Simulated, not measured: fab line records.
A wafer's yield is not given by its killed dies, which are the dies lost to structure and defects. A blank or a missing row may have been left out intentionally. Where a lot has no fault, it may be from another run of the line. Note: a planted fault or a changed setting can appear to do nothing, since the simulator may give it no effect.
The tool behind it: which one? / flow gf180mcu / Sampling: 12 lots, 36 wafers, 6 of 602 route steps

== WHAT EACH GAUGE READ, for each wafer ==
GF_HV_LDD_CD_MEAS_31: the cd target is 400 nm. Usual: cd_nm 400.6 nm, standard deviation 2.
lot=L361; measured=day 11 11:43; on=cd_sem-02; cd_nm (nm)=401.2 398.8 400.7; flag=
lot=L362; measured=day 11 23:36; on=cd_sem-02; cd_nm (nm)=399.2 401.3 400.3; flag=
lot=L365; measured=day 12 22:54; on=cd_sem-01; cd_nm (nm)=400.8 398.8 399.3; flag=
lot=L366; measured=day 13 10:15; on=cd_sem-02; cd_nm (nm)=402.0 402.8 401.0; flag=
lot=L370; measured=day 14 14:32; on=cd_sem-02; cd_nm (nm)=400.6 400.9 401.0; flag=
lot=L374; measured=day 15 20:44; on=cd_sem-01; cd_nm (nm)=400.1 399.3 400.0; flag=
lot=L375; measured=day 16 16:17; on=cd_sem-02; cd_nm (nm)=397.4 401.1 398.9; flag=
lot=L376; measured=day 17 03:25; on=cd_sem-01; cd_nm (nm)=400.1 401.0 401.7; flag=
lot=L377; measured=day 17 06:41; on=cd_sem-02; cd_nm (nm)=395.6 397.2 398.0; flag=
lot=L378; measured=day 17 13:15; on=cd_sem-02; cd_nm (nm)=402.6 401.8 404.1; flag=
lot=L380; measured=day 18 08:53; on=cd_sem-02; cd_nm (nm)=398.0 395.1 398.1; flag=
lot=L381; measured=day 18 14:52; on=cd_sem-02; cd_nm (nm)=404.6 403.7 400.0; flag=

GF_PSD_RS_MEAS_14: uses a four-point probe to measure. Usual: for NSD_RS the level is 46.08 ohm/sq and the standard deviation is 0.076.
lot=L361; measured=day 14 04:19; on=film_metro-03; NSD_RS (ohm/sq)=46.05 46.10 46.05; flag=
lot=L362; measured=day 14 15:56; on=film_metro-02; NSD_RS (ohm/sq)=46.05 46.00 46.04; flag=
lot=L365; measured=day 15 17:45; on=film_metro-03; NSD_RS (ohm/sq)=46.49 46.47 46.54 46.45 46.31 46.59; flag=OFF
lot=L366; measured=day 16 06:20; on=film_metro-02; NSD_RS (ohm/sq)=46.46 46.60 46.53 46.48 46.55 46.54; flag=OFF
lot=L370; measured=day 17 13:13; on=film_metro-02; NSD_RS (ohm/sq)=46.01 46.17 46.06; flag=
lot=L374; measured=day 18 22:34; on=film_metro-01; NSD_RS (ohm/sq)=46.08 46.23 46.19; flag=
lot=L375; measured=day 19 19:38; on=film_metro-01; NSD_RS (ohm/sq)=46.09 46.02 46.08; flag=
lot=L376; measured=day 20 08:34; on=film_metro-02; NSD_RS (ohm/sq)=45.93 46.09 46.05; flag=
lot=L377; measured=day 20 11:58; on=film_metro-02; NSD_RS (ohm/sq)=45.87 46.02 45.96; flag=
lot=L378; measured=day 20 18:29; on=film_metro-02; NSD_RS (ohm/sq)=45.97 46.07 46.09; flag=
lot=L380; measured=day 21 13:39; on=film_metro-02; NSD_RS (ohm/sq)=46.16 46.03 46.12; flag=
lot=L381; measured=day 21 20:26; on=film_metro-02; NSD_RS (ohm/sq)=45.99 46.08 46.11; flag=

GF_SAB_THK_MEAS_01. Usual: for SAB_CVD_00_THK the level is 50.1 nm and the standard deviation is 0.62.
lot=L361; measured=day 14 04:34; on=film_metro-02; SAB_CVD_00_THK (nm)=50.1 50.0 50.8; flag=
lot=L362; measured=day 14 16:12; on=film_metro-01; SAB_CVD_00_THK (nm)=49.4 49.4 50.7; flag=
lot=L365; measured=day 15 19:10; on=film_metro-04; SAB_CVD_00_THK (nm)=49.6 49.8 51.0; flag=
lot=L366; measured=day 16 09:16; on=film_metro-04; SAB_CVD_00_THK (nm)=49.8 50.2 50.1; flag=
lot=L370; measured=day 17 13:28; on=film_metro-01; SAB_CVD_00_THK (nm)=49.7 50.5 50.5; flag=
lot=L374; measured=day 18 22:49; on=film_metro-04; SAB_CVD_00_THK (nm)=49.8 51.0 49.7; flag=
lot=L375; measured=day 19 19:52; on=film_metro-02; SAB_CVD_00_THK (nm)=50.2 50.9 50.4; flag=
lot=L376; measured=day 20 08:49; on=film_metro-02; SAB_CVD_00_THK (nm)=49.6 50.3 51.5; flag=
lot=L377; measured=day 20 12:13; on=film_metro-04; SAB_CVD_00_THK (nm)=49.5 49.7 50.0; flag=
lot=L378; measured=day 20 18:45; on=film_metro-02; SAB_CVD_00_THK (nm)=49.1 49.4 49.4; flag=
lot=L380; measured=day 21 13:53; on=film_metro-04; SAB_CVD_00_THK (nm)=49.9 50.0 49.5; flag=
lot=L381; measured=day 21 20:40; on=film_metro-01; SAB_CVD_00_THK (nm)=50.5 50.4 51.3; flag=

== WHAT TOOL EACH LOT RAN ON (gives the tool, then ch and the chambers of the sampled wafers, and finally the start) ==
lot=L361; GF_NSD_IMPLANT_09=implanter-04 ch 0, day 13 06:43; GF_NSD_STRIP_11=plasma_asher-01 ch 0,1, day 13 06:59; GF_PSD_RTA_13=rtp_anneal-02 ch 0, day 14 04:14
lot=L362; GF_NSD_IMPLANT_09=implanter-03 ch 0, day 13 18:42; GF_NSD_STRIP_11=plasma_asher-02 ch 0,1, day 13 19:00; GF_PSD_RTA_13=rtp_anneal-01 ch 0, day 14 15:52
lot=L365; GF_NSD_IMPLANT_09=implanter-04 ch 0, day 14 19:14; GF_NSD_STRIP_11=plasma_asher-03 ch 0,1, day 14 19:32; GF_PSD_RTA_13=rtp_anneal-02 ch 0, day 15 17:40
lot=L366; GF_NSD_IMPLANT_09=implanter-04 ch 0, day 15 07:32; GF_NSD_STRIP_11=plasma_asher-02 ch 0,1, day 15 07:50; GF_PSD_RTA_13=rtp_anneal-02 ch 0, day 16 06:16
lot=L370; GF_NSD_IMPLANT_09=implanter-03 ch 0, day 16 14:05; GF_NSD_STRIP_11=plasma_asher-03 ch 0, day 16 14:21; GF_PSD_RTA_13=rtp_anneal-02 ch 0, day 17 13:08
lot=L374; GF_NSD_IMPLANT_09=implanter-02 ch 0, day 17 21:55; GF_NSD_STRIP_11=plasma_asher-02 ch 1, day 17 22:11; GF_PSD_RTA_13=rtp_anneal-02 ch 0, day 18 22:29
lot=L375; GF_NSD_IMPLANT_09=implanter-02 ch 0, day 18 17:56; GF_NSD_STRIP_11=plasma_asher-02 ch 0,1, day 18 18:13; GF_PSD_RTA_13=rtp_anneal-02 ch 0, day 19 19:32
lot=L376; GF_NSD_IMPLANT_09=implanter-04 ch 0, day 19 07:01; GF_NSD_STRIP_11=plasma_asher-02 ch 0,1, day 19 07:17; GF_PSD_RTA_13=rtp_anneal-02 ch 0, day 20 08:29
lot=L377; GF_NSD_IMPLANT_09=implanter-02 ch 0, day 19 11:02; GF_NSD_STRIP_11=plasma_asher-03 ch 0,1, day 19 11:19; GF_PSD_RTA_13=rtp_anneal-02 ch 0, day 20 11:52
lot=L378; GF_NSD_IMPLANT_09=implanter-04 ch 0, day 19 17:33; GF_NSD_STRIP_11=plasma_asher-01 ch 0,1, day 19 17:51; GF_PSD_RTA_13=rtp_anneal-01 ch 0, day 20 18:25
lot=L380; GF_NSD_IMPLANT_09=implanter-04 ch 0, day 20 12:59; GF_NSD_STRIP_11=plasma_asher-01 ch 0,1, day 20 13:14; GF_PSD_RTA_13=rtp_anneal-02 ch 0, day 21 13:33
lot=L381; GF_NSD_IMPLANT_09=implanter-04 ch 0, day 20 19:35; GF_NSD_STRIP_11=plasma_asher-02 ch 0,1, day 20 19:52; GF_PSD_RTA_13=rtp_anneal-01 ch 0, day 21 20:20
- GF_NSD_IMPLANT_09
- GF_NSD_STRIP_11: strips in O2/N2.
- GF_PSD_RTA_13: time 20 s.

== AS READ BY THE TOOLS THEMSELVES (means over the sampled wafers that have a number; for cases with no such wafer, the mark the record gives instead) ==
GF_NSD_IMPLANT_09. Usual: dose_ions_cm2 3.999e+15, standard deviation 4.7e+12.
lot=L361 tool=implanter-04 dose_ions_cm2=3.995e+15 flag=
lot=L362 tool=implanter-03 dose_ions_cm2=3.998e+15 flag=
lot=L365 tool=implanter-04 dose_ions_cm2=3.996e+15 flag=
lot=L366 tool=implanter-04 dose_ions_cm2=3.999e+15 flag=
lot=L370 tool=implanter-03 dose_ions_cm2=4.006e+15 flag=
lot=L374 tool=implanter-02 dose_ions_cm2=3.996e+15 flag=
lot=L375 tool=implanter-02 dose_ions_cm2=4.006e+15 flag=
lot=L376 tool=implanter-04 dose_ions_cm2=4.001e+15 flag=
lot=L377 tool=implanter-02 dose_ions_cm2=3.996e+15 flag=
lot=L378 tool=implanter-04 dose_ions_cm2=4.001e+15 flag=
lot=L380 tool=implanter-04 dose_ions_cm2=4.002e+15 flag=
lot=L381 tool=implanter-04 dose_ions_cm2=3.992e+15 flag=

GF_NSD_STRIP_11. Usual: drypump_motor_current_A 5.7 A, standard deviation 0.6; heater_power_w 342 W, standard deviation 28; oes_product_au 0.487 a.u., standard deviation 0.0043; strip_time_to_endpoint_s 22.97 s, standard deviation 0.043.
lot=L361; tool=plasma_asher-01; drypump_motor_current_A (A)=6.1; heater_power_w (W)=359; oes_product_au (a.u.)=0.487; strip_time_to_endpoint_s (s)=22.92; flag=
lot=L362; tool=plasma_asher-02; drypump_motor_current_A (A)=5.2; heater_power_w (W)=326; oes_product_au (a.u.)=0.488; strip_time_to_endpoint_s (s)=22.91; flag=
lot=L365; tool=plasma_asher-03; drypump_motor_current_A (A)=6.3; heater_power_w (W)=334; oes_product_au (a.u.)=0.494; strip_time_to_endpoint_s (s)=22.63; flag=OFF
lot=L366; tool=plasma_asher-02; drypump_motor_current_A (A)=5.1; heater_power_w (W)=332; oes_product_au (a.u.)=0.488; strip_time_to_endpoint_s (s)=22.69; flag=OFF
lot=L370; tool=plasma_asher-03; drypump_motor_current_A (A)=6.1; heater_power_w (W)=323; oes_product_au (a.u.)=0.485; strip_time_to_endpoint_s (s)=22.98; flag=
lot=L374; tool=plasma_asher-02; drypump_motor_current_A (A)=5.0; heater_power_w (W)=337; oes_product_au (a.u.)=0.486; strip_time_to_endpoint_s (s)=22.94; flag=
lot=L375; tool=plasma_asher-02; drypump_motor_current_A (A)=5.2; heater_power_w (W)=324; oes_product_au (a.u.)=0.489; strip_time_to_endpoint_s (s)=22.95; flag=
lot=L376; tool=plasma_asher-02; drypump_motor_current_A (A)=5.1; heater_power_w (W)=328; oes_product_au (a.u.)=0.485; strip_time_to_endpoint_s (s)=22.90; flag=
lot=L377; tool=plasma_asher-03; drypump_motor_current_A (A)=6.4; heater_power_w (W)=345; oes_product_au (a.u.)=0.490; strip_time_to_endpoint_s (s)=23.02; flag=
lot=L378; tool=plasma_asher-01; drypump_motor_current_A (A)=6.1; heater_power_w (W)=360; oes_product_au (a.u.)=0.488; strip_time_to_endpoint_s (s)=22.97; flag=
lot=L380; tool=plasma_asher-01; drypump_motor_current_A (A)=6.1; heater_power_w (W)=358; oes_product_au (a.u.)=0.489; strip_time_to_endpoint_s (s)=23.03; flag=
lot=L381; tool=plasma_asher-02; drypump_motor_current_A (A)=5.1; heater_power_w (W)=327; oes_product_au (a.u.)=0.485; strip_time_to_endpoint_s (s)=22.96; flag=

GF_PSD_RTA_13. Usual: lamp_power_pct 35.8 %, standard deviation 0.59; wafer_temp_C_max 1029.3, standard deviation 0.91.
lot=L361; tool=rtp_anneal-02; lamp_power_pct (%)=35.4; wafer_temp_C_max=1029.0; flag=
lot=L362; tool=rtp_anneal-01; lamp_power_pct (%)=36.7; wafer_temp_C_max=1029.0; flag=
lot=L365; tool=rtp_anneal-02; lamp_power_pct (%)=35.4; wafer_temp_C_max=1029.8; flag=
lot=L366; tool=rtp_anneal-02; lamp_power_pct (%)=35.4; wafer_temp_C_max=1029.7; flag=
lot=L370; tool=rtp_anneal-02; lamp_power_pct (%)=35.5; wafer_temp_C_max=1030.1; flag=
lot=L374; tool=rtp_anneal-02; lamp_power_pct (%)=35.4; wafer_temp_C_max=1029.9; flag=
lot=L375; tool=rtp_anneal-02; lamp_power_pct (%)=35.4; wafer_temp_C_max=1029.3; flag=
lot=L376; tool=rtp_anneal-02; lamp_power_pct (%)=35.4; wafer_temp_C_max=1030.0; flag=
lot=L377; tool=rtp_anneal-02; lamp_power_pct (%)=35.4; wafer_temp_C_max=1029.7; flag=
lot=L378; tool=rtp_anneal-01; lamp_power_pct (%)=36.7; wafer_temp_C_max=1028.8; flag=
lot=L380; tool=rtp_anneal-02; lamp_power_pct (%)=35.4; wafer_temp_C_max=1030.1; flag=
lot=L381; tool=rtp_anneal-01; lamp_power_pct (%)=36.7; wafer_temp_C_max=1028.7; flag=

== THE ANSWER, worked out from the rows above alone ==
Rule: a lot counts as off when the mean over its wafers that have a number is more than 3 standard deviations away from the usual mean. A lot without any number at a reading at which 4 lots or more have one is off too. All remaining lots with rows at the step are treated as sound. The gauges are gone through in route order, then the tools' own readings, and for those a lot's mean is taken as printed above. The first step at which some lot is off is used, and at that step the reading that is off furthest; a lot without a number counts as furthest.
Off: at GF_PSD_RS_MEAS_14 (NSD_RS), L365, L366.
A tool fits if, at a process step before that reading, it ran every lot that is off, and no sound lot after the first of them. Not tried: the gauges at GF_PSD_RS_MEAS_14; whatever is off there is also off at GF_NSD_STRIP_11, on other tools, and gauge error can't account for it. No candidate that was tried fits.

== WHAT WAS PUT IN BY THE SIMULATOR ==
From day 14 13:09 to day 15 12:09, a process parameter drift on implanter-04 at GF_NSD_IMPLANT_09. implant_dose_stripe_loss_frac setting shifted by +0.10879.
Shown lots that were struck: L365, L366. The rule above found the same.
